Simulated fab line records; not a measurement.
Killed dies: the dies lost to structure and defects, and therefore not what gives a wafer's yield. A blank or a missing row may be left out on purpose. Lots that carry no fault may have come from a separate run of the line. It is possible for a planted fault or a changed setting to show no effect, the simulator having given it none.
fab line records / flow sfq-line
[record] lots = 13 wafers = 39 last-day = 78
route steps=325 shown L0V@16
lots that met no fault: from a run of the same line without faults
start-h: the number of hours between the record's first day and the start of the first shown wafer of the lot / wait-h: how many hours have passed since the lot's step before this one / " identical to the entry in the row above / L1.1+2: a single row standing in for several wafers / - value missing, or start not given / * or withheld: withheld / < > ~ a bound
route shown NAME@n: NAME is a module with steps in the file, n the number in the route of the first one / usual: the fault-free wafers' mean and standard deviation / same: alike in all rows / chamber/n: place in a boat / sites: per-site readings / _std_site: their standard deviation / _edge_site: outer sites' mean less inner sites' / radius-mm: how far each site lies from the wafer's centre / mask NAME#n: copy n / behind: the tool/chamber that last shaped the wafer / hold: why the lot was held/for how many hours/how that ended / device: which transistor (n, p or np) failed to switch / end of line: the tests these same wafers got at the end of their route / a step without rows: its recipe alone / killed: the dies lost at the first sort to structure and to defects; this is not the yield of the wafer / map: per-die view of a wafer (x killed, . not killed, _ where there is no die)
set.NAME: the run value of the setting; set.NAME@STEP: its run value at that earlier step / model.NAME: the simulator's own value behind a step, which no gauge read
one table for each step of the route and one row for each wafer, over a sample of lots
services: the hour from which a tool's chamber was out of use, counted from the record's first day as start-h (under 0 if before that day), plus the number of hours and why
[[steps]]
[step SFQ_TRILAYER_L0_CAP_PECVD_011]
[recipe] material = SiO2 temp-c = 150 time-s = 13.333 pressure-torr = 2.4 rf-w = 183.3 precursor = SiH4/N2O target-thk-nm = 60
[usual] heater-power-w = 77/15 throttle-valve-pct = 25.9/2
lot.wafer=L602.1 tool=pecvd-01 chamber=0 start-h=53.67 wait-h=0.0 heater-power-w=70 since-wet-clean-h=215 throttle-valve-pct=24.3
lot.wafer=L602.2 tool=pecvd-01 chamber=1 start-h=53.67 wait-h=0.0 heater-power-w=101 since-wet-clean-h=215 throttle-valve-pct=23.1
lot.wafer=L602.6 tool=pecvd-01 chamber=0 start-h=53.67 wait-h=0.0 heater-power-w=71 since-wet-clean-h=- throttle-valve-pct=24.3
lot.wafer=L603.2 tool=pecvd-03 chamber=1 start-h=57.73 wait-h=0.0 heater-power-w=95 since-wet-clean-h=972 throttle-valve-pct=27.0
lot.wafer=L603.3 tool=pecvd-03 chamber=0 start-h=57.73 wait-h=0.0 heater-power-w=77 since-wet-clean-h=972 throttle-valve-pct=23.4
lot.wafer=L603.6 tool=pecvd-03 chamber=0 start-h=57.73 wait-h=0.0 heater-power-w=76 since-wet-clean-h=- throttle-valve-pct=23.2
lot.wafer=L604.2 tool=pecvd-01 chamber=2 start-h=64.45 wait-h=0.0 heater-power-w=80 since-wet-clean-h=226 throttle-valve-pct=24.5
lot.wafer=L604.3 tool=pecvd-01 chamber=1 start-h=64.45 wait-h=0.0 heater-power-w=91 since-wet-clean-h=226 throttle-valve-pct=23.3
lot.wafer=L604.6 tool=pecvd-01 chamber=2 start-h=64.45 wait-h=0.0 heater-power-w=79 since-wet-clean-h=- throttle-valve-pct=24.4
lot.wafer=L605.1 tool=pecvd-02 chamber=2 start-h=66.13 wait-h=0.0 heater-power-w=69 since-wet-clean-h=1350 throttle-valve-pct=24.6
lot.wafer=L605.2 tool=pecvd-02 chamber=0 start-h=66.13 wait-h=0.0 heater-power-w=49 since-wet-clean-h=1350 throttle-valve-pct=26.4
lot.wafer=L605.3 tool=pecvd-02 chamber=1 start-h=66.13 wait-h=0.0 heater-power-w=73 since-wet-clean-h=1350 throttle-valve-pct=28.5
lot.wafer=L606.3 tool=pecvd-02 chamber=2 start-h=73.33 wait-h=0.0 heater-power-w=73 since-wet-clean-h=1357 throttle-valve-pct=24.4
lot.wafer=L606.5 tool=pecvd-02 chamber=0 start-h=73.33 wait-h=0.0 heater-power-w=41 since-wet-clean-h=- throttle-valve-pct=26.6
lot.wafer=L606.6 tool=pecvd-02 chamber=2 start-h=73.33 wait-h=0.0 heater-power-w=71 since-wet-clean-h=- throttle-valve-pct=24.6
lot.wafer=L609.3 tool=pecvd-03 chamber=0 start-h=88.93 wait-h=0.0 heater-power-w=85 since-wet-clean-h=1003 throttle-valve-pct=23.4
lot.wafer=L609.5 tool=pecvd-03 chamber=0 start-h=88.93 wait-h=0.0 heater-power-w=86 since-wet-clean-h=- throttle-valve-pct=23.2
lot.wafer=L609.6 tool=pecvd-03 chamber=2 start-h=88.93 wait-h=0.0 heater-power-w=65 since-wet-clean-h=- throttle-valve-pct=28.7
lot.wafer=L613.1 tool=pecvd-03 chamber=1 start-h=109.33 wait-h=0.0 heater-power-w=91 since-wet-clean-h=1024 throttle-valve-pct=27.1
lot.wafer=L613.3 tool=pecvd-03 chamber=2 start-h=109.33 wait-h=0.0 heater-power-w=69 since-wet-clean-h=- throttle-valve-pct=29.0
lot.wafer=L613.5 tool=pecvd-03 chamber=1 start-h=109.33 wait-h=0.0 heater-power-w=94 since-wet-clean-h=- throttle-valve-pct=27.2
lot.wafer=L616.1 tool=pecvd-03 chamber=1 start-h=121.50 wait-h=0.0 heater-power-w=102 since-wet-clean-h=1036 throttle-valve-pct=27.1
lot.wafer=L616.3 tool=pecvd-03 chamber=2 start-h=121.50 wait-h=0.0 heater-power-w=71 since-wet-clean-h=1036 throttle-valve-pct=28.7
lot.wafer=L616.4 tool=pecvd-03 chamber=1 start-h=121.50 wait-h=0.0 heater-power-w=101 since-wet-clean-h=- throttle-valve-pct=27.2
lot.wafer=L618.1 tool=pecvd-01 chamber=2 start-h=134.54 wait-h=0.0 heater-power-w=82 since-wet-clean-h=296 throttle-valve-pct=24.4
lot.wafer=L618.3 tool=pecvd-01 chamber=1 start-h=134.54 wait-h=0.0 heater-power-w=97 since-wet-clean-h=296 throttle-valve-pct=23.1
lot.wafer=L618.6 tool=pecvd-01 chamber=0 start-h=134.54 wait-h=0.0 heater-power-w=72 since-wet-clean-h=- throttle-valve-pct=24.8
lot.wafer=L619.1 tool=pecvd-01 chamber=1 start-h=139.36 wait-h=0.0 heater-power-w=99 since-wet-clean-h=301 throttle-valve-pct=23.2
lot.wafer=L619.3 tool=pecvd-01 chamber=0 start-h=139.36 wait-h=0.0 heater-power-w=63 since-wet-clean-h=301 throttle-valve-pct=24.7
lot.wafer=L619.4 tool=pecvd-01 chamber=0 start-h=139.36 wait-h=0.0 heater-power-w=63 since-wet-clean-h=- throttle-valve-pct=24.7
lot.wafer=L620.1 tool=pecvd-01 chamber=2 start-h=146.53 wait-h=0.0 heater-power-w=68 since-wet-clean-h=308 throttle-valve-pct=24.7
lot.wafer=L620.2 tool=pecvd-01 chamber=1 start-h=146.53 wait-h=0.0 heater-power-w=97 since-wet-clean-h=308 throttle-valve-pct=23.3
lot.wafer=L620.4 tool=pecvd-01 chamber=1 start-h=146.53 wait-h=0.0 heater-power-w=96 since-wet-clean-h=- throttle-valve-pct=23.3
lot.wafer=L621.2 tool=pecvd-02 chamber=0 start-h=150.14 wait-h=0.0 heater-power-w=43 since-wet-clean-h=1434 throttle-valve-pct=26.5
lot.wafer=L621.4 tool=pecvd-02 chamber=0 start-h=150.14 wait-h=0.0 heater-power-w=44 since-wet-clean-h=- throttle-valve-pct=26.4
lot.wafer=L621.6 tool=pecvd-02 chamber=0 start-h=150.14 wait-h=0.0 heater-power-w=45 since-wet-clean-h=- throttle-valve-pct=26.7
lot.wafer=L623.1 tool=pecvd-01 chamber=0 start-h=161.04 wait-h=0.0 heater-power-w=72 since-wet-clean-h=322 throttle-valve-pct=25.0
lot.wafer=L623.4 tool=pecvd-01 chamber=0 start-h=161.04 wait-h=0.0 heater-power-w=71 since-wet-clean-h=- throttle-valve-pct=24.8
lot.wafer=L623.5 tool=pecvd-01 chamber=1 start-h=161.04 wait-h=0.0 heater-power-w=98 since-wet-clean-h=- throttle-valve-pct=23.3
[step SFQ_TRILAYER_L0_VIA_ETCH_VIA_ETCH_016]
[recipe] target = SiO2 stop-on = MoNx_KI mask-material = PR chemistry = CHF3 target-depth-nm = 80 source-w = 500 bias-w = 80 pressure-mtorr = 30 time-s = withheld
[usual] drypump-motor-current-A = 5.9/0.49 oes-product-au = 0.842/0.0078
lot.wafer=L602.1 tool=rie-diel-04 chamber=0 start-h=111.74 wait-h=0.0 drypump-motor-current-A=6.2 oes-product-au=0.838
lot.wafer=L602.2 tool=rie-diel-04 chamber=1 start-h=111.74 wait-h=0.0 drypump-motor-current-A=5.7 oes-product-au=0.845
lot.wafer=L602.6 tool=rie-diel-04 chamber=1 start-h=111.74 wait-h=0.0 drypump-motor-current-A=5.6 oes-product-au=0.845
lot.wafer=L603.2 tool=rie-diel-04 chamber=2 start-h=116.54 wait-h=0.0 drypump-motor-current-A=6.7 oes-product-au=0.837
lot.wafer=L603.3 tool=rie-diel-04 chamber=3 start-h=116.54 wait-h=0.0 drypump-motor-current-A=5.7 oes-product-au=0.825
lot.wafer=L603.6 tool=rie-diel-04 chamber=3 start-h=116.54 wait-h=0.0 drypump-motor-current-A=5.7 oes-product-au=0.839
lot.wafer=L604.2 tool=rie-diel-02 chamber=1 start-h=125.36 wait-h=0.0 drypump-motor-current-A=5.5 oes-product-au=0.831
lot.wafer=L604.3 tool=rie-diel-02 chamber=3 start-h=125.36 wait-h=0.0 drypump-motor-current-A=6.8 oes-product-au=0.848
lot.wafer=L604.6 tool=rie-diel-02 chamber=3 start-h=125.36 wait-h=0.0 drypump-motor-current-A=6.8 oes-product-au=0.839
lot.wafer=L605.1 tool=rie-diel-04 chamber=3 start-h=126.56 wait-h=0.0 drypump-motor-current-A=5.8 oes-product-au=0.838
lot.wafer=L605.2 tool=rie-diel-04 chamber=0 start-h=126.56 wait-h=0.0 drypump-motor-current-A=6.2 oes-product-au=0.841
lot.wafer=L605.3 tool=rie-diel-04 chamber=2 start-h=126.56 wait-h=0.0 drypump-motor-current-A=6.6 oes-product-au=0.835
lot.wafer=L606.3 tool=rie-diel-01 chamber=1 start-h=130.16 wait-h=0.0 drypump-motor-current-A=6.0 oes-product-au=0.836
lot.wafer=L606.5 tool=rie-diel-01 chamber=0 start-h=130.16 wait-h=0.0 drypump-motor-current-A=4.9 oes-product-au=0.853
lot.wafer=L606.6 tool=rie-diel-01 chamber=1 start-h=130.16 wait-h=0.0 drypump-motor-current-A=6.0 oes-product-au=0.855
lot.wafer=L609.3 tool=rie-diel-01 chamber=0 start-h=148.26 wait-h=0.0 drypump-motor-current-A=4.9 oes-product-au=0.824
lot.wafer=L609.5 tool=rie-diel-01 chamber=1 start-h=148.26 wait-h=0.0 drypump-motor-current-A=6.0 oes-product-au=0.832
lot.wafer=L609.6 tool=rie-diel-01 chamber=0 start-h=148.26 wait-h=0.0 drypump-motor-current-A=4.9 oes-product-au=0.854
lot.wafer=L613.1 tool=rie-diel-04 chamber=1 start-h=172.26 wait-h=0.0 drypump-motor-current-A=5.7 oes-product-au=0.839
lot.wafer=L613.3 tool=rie-diel-04 chamber=0 start-h=172.26 wait-h=0.0 drypump-motor-current-A=6.2 oes-product-au=0.816
lot.wafer=L613.5 tool=rie-diel-04 chamber=0 start-h=172.26 wait-h=0.0 drypump-motor-current-A=6.2 oes-product-au=0.839
lot.wafer=L616.1 tool=rie-diel-02 chamber=2 start-h=187.75 wait-h=0.0 drypump-motor-current-A=5.8 oes-product-au=0.843
lot.wafer=L616.3 tool=rie-diel-02 chamber=1 start-h=187.75 wait-h=0.0 drypump-motor-current-A=5.5 oes-product-au=0.815
lot.wafer=L616.4 tool=rie-diel-02 chamber=0 start-h=187.75 wait-h=0.0 drypump-motor-current-A=5.6 oes-product-au=0.845
lot.wafer=L618.1 tool=rie-diel-02 chamber=2 start-h=204.55 wait-h=0.0 drypump-motor-current-A=5.8 oes-product-au=0.843
lot.wafer=L618.3 tool=rie-diel-02 chamber=3 start-h=204.55 wait-h=0.0 drypump-motor-current-A=6.8 oes-product-au=0.843
lot.wafer=L618.6 tool=rie-diel-02 chamber=1 start-h=204.55 wait-h=0.0 drypump-motor-current-A=5.5 oes-product-au=0.850
lot.wafer=L619.1 tool=rie-diel-02 chamber=0 start-h=210.55 wait-h=0.0 drypump-motor-current-A=5.7 oes-product-au=0.843
lot.wafer=L619.3 tool=rie-diel-02 chamber=3 start-h=210.55 wait-h=0.0 drypump-motor-current-A=6.8 oes-product-au=0.838
lot.wafer=L619.4 tool=rie-diel-02 chamber=2 start-h=210.55 wait-h=0.0 drypump-motor-current-A=5.8 oes-product-au=0.839
lot.wafer=L620.1 tool=rie-diel-04 chamber=0 start-h=217.55 wait-h=0.0 drypump-motor-current-A=6.2 oes-product-au=0.833
lot.wafer=L620.2 tool=rie-diel-04 chamber=3 start-h=217.55 wait-h=0.0 drypump-motor-current-A=5.8 oes-product-au=0.834
lot.wafer=L620.4 tool=rie-diel-04 chamber=3 start-h=217.55 wait-h=0.0 drypump-motor-current-A=5.7 oes-product-au=0.844
lot.wafer=L621.2 tool=rie-diel-04 chamber=3 start-h=223.55 wait-h=0.0 drypump-motor-current-A=5.7 oes-product-au=0.835
lot.wafer=L621.4 tool=rie-diel-04 chamber=0 start-h=223.55 wait-h=0.0 drypump-motor-current-A=6.2 oes-product-au=0.847
lot.wafer=L621.6 tool=rie-diel-04 chamber=2 start-h=223.55 wait-h=0.0 drypump-motor-current-A=6.6 oes-product-au=0.856
lot.wafer=L623.1 tool=rie-diel-04 chamber=3 start-h=234.35 wait-h=0.0 drypump-motor-current-A=5.7 oes-product-au=0.839
lot.wafer=L623.4 tool=rie-diel-04 chamber=2 start-h=234.35 wait-h=0.0 drypump-motor-current-A=6.7 oes-product-au=0.855
lot.wafer=L623.5 tool=rie-diel-04 chamber=1 start-h=234.35 wait-h=0.0 drypump-motor-current-A=5.7 oes-product-au=0.851
[[services]]
tool=pecvd-01 chamber=- start-h=73.15 hours=1.3 kind=repair
tool=rie-diel-02 chamber=3 start-h=74.60 hours=5.3 kind=repair
tool=rie-diel-04 chamber=- start-h=79.10 hours=0.6 kind=repair
tool=rie-diel-04 chamber=- start-h=88.25 hours=0.2 kind=repair
tool=pecvd-03 chamber=- start-h=89.28 hours=3.4 kind=repair
tool=rie-diel-02 chamber=1 start-h=89.40 hours=8.8 kind=repair
tool=pecvd-03 chamber=0 start-h=89.85 hours=20.3 kind=repair
tool=pecvd-01 chamber=- start-h=100.06 hours=6.0 kind=pm
tool=rie-diel-01 chamber=0 start-h=100.37 hours=4.5 kind=repair
tool=rie-diel-04 chamber=2 start-h=105.77 hours=4.6 kind=repair
tool=rie-diel-04 chamber=0 start-h=130.05 hours=2.4 kind=repair
tool=pecvd-02 chamber=2 start-h=144.38 hours=14.3 kind=repair
tool=rie-diel-04 chamber=3 start-h=150.65 hours=22.2 kind=repair
tool=pecvd-03 chamber=- start-h=162.05 hours=1.8 kind=repair
tool=rie-diel-02 chamber=3 start-h=166.34 hours=11.8 kind=repair
tool=rie-diel-04 chamber=- start-h=172.84 hours=0.5 kind=repair
tool=pecvd-03 chamber=- start-h=189.08 hours=1.2 kind=repair
tool=pecvd-02 chamber=- start-h=194.25 hours=14.0 kind=pm
tool=pecvd-02 chamber=0 start-h=194.25 hours=14.0 kind=vent-cycle
tool=pecvd-02 chamber=1 start-h=194.25 hours=14.0 kind=vent-cycle
tool=pecvd-02 chamber=2 start-h=194.25 hours=14.0 kind=vent-cycle
tool=pecvd-02 chamber=- start-h=198.01 hours=0.8 kind=repair
tool=pecvd-02 chamber=0 start-h=208.25 hours=- kind=clean
tool=rie-diel-04 chamber=2 start-h=216.47 hours=1.9 kind=repair
[[key]]
[first-sign] step = SFQ_TRILAYER_L0_VIA_ETCH_VIA_ETCH_016 reading = oes-product-au direction = down sigmas = 3.3 usual = 0.842 struck = 0.816
effect none on later readings
met-at SFQ_TRILAYER_L0_CAP_PECVD_011
struck-lots L613,L616
struck-wafers L613.3,L616.3
onset-between 88.93 109.33
[fault] kind = process-parameter-drift tool = pecvd-03 chamber = - onset-h = 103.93 steps = SFQ_TRILAYER_L0_CAP_PECVD_011 channel = target-thk-nm offset = -2.9183 shape = step end-h = 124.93 scope = struck-wafers-only acts-in = these-recipes-only stated = 60
